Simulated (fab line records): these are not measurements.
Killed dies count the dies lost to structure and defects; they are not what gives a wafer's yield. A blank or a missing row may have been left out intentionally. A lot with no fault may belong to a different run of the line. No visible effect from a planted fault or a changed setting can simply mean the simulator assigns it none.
Problem report in the 8D (eight disciplines) form, filled by code | flow sky130 | the parts of the form that need people (team, actions taken, sign-off) are left out

== 1. THE PROBLEM ==
biasW at SKY_FIELD_ISO_ETCH_14 reads a mean of 104.9 W on 6 wafers of 2 lots; wafers without a fault read 100.0 W with a standard deviation of 0.3. Relative to the usual mean, that is a shift of +16 standard deviations.
The step: etches BARC in N2/H2, stops on SiO2, time 45.9 s, target depth 60 nm.
Seen first at day 4 03:19 on rieDiel-02, wafer L510.2. The record has a number at this step for 39 wafers belonging to 13 lots. Rule for "out" (also "out of limits"): further than 4 standard deviations from the usual mean. All remaining wafers that have a number are taken as sound.

== 2. WHAT THIS IS AND IS NOT ==
question                    | is                     | is not
which readings at this step | biasW                  | drypumpMotorCurrentA, throttleValvePct
which lots                  | L510, L512             | L502, L504, L505, L507, L511, L514, L517, L518, L520, L524, L525
which wafers of those lots  | all that have a number | -
read on which tools         | rieDiel-02             | rieDiel-03, rieDiel-04
when                        | from day 4 03:19       | up to then (12 sound wafers); but 21 sound wafers of L511, L514, L517, L518, L520, L524, L525 came after

== 3. SUSPECTS, AND WHAT RULES EACH OUT ==
Counting: a tool at a process step up to the reading stays a suspect if it ran every lot that is out and no sound lot after the first of them.
- rieDiel-02 at SKY_FIELD_ISO_ETCH_14 (etches BARC in N2/H2, stops on SiO2, time 45.9 s, target depth 60 nm): kept. It processed each lot that is out, first L510 at day 4 03:19, and no sound lot thereafter; up to then, the last sound lot it processed was L505 at day 2 21:04. Out on those wafers are its own readings of biasW.
The count leaves rieDiel-02 at SKY_FIELD_ISO_ETCH_14.

== 4. THE CAUSE (what the simulator had put in) ==
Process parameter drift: rieDiel-02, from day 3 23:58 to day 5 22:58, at SKY_FIELD_ISO_ETCH_14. Setting biasW shifted by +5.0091 from 100. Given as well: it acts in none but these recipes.
Only this tool survived the counting.

== 5. THE CHAIN OF EFFECTS, in route order ==
Each row: a reading whose mean over the struck wafers that have a number lies more than 3 standard deviations from the usual. Readings are gone through only where the record gives a usual standard deviation; hours: the median, over the lots, of the time from a lot's start at the first step in this table giving one to that lot's start at this step; sigmas: the change measured in usual standard deviations.
hours | step                  | reading | usual   | on struck wafers | change | sigmas
0     | SKY_FIELD_ISO_ETCH_14 | biasW   | 100.0 W | 104.9            | +4.9   | +16
Its process steps:
- SKY_FIELD_ISO_ETCH_14: etches BARC in N2/H2, stops on SiO2, time 45.9 s, target depth 60 nm.
Later steps that measure or inspect, where all struck wafers having a row at the step show a number for every such reading and not one has moved that far: SKY_VT_ADJUST_LVTN_OVL_MEAS_07, SKY_VT_ADJUST_NCORE_CD_MEAS_07, SKY_RES_PROTECT_TW_MEAS_08.

== 6. WHAT WOULD HAVE CAUGHT IT SOONER ==
First out-of-limits reading in this record: day 4 03:19, which is 3 hours after fault onset at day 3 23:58.
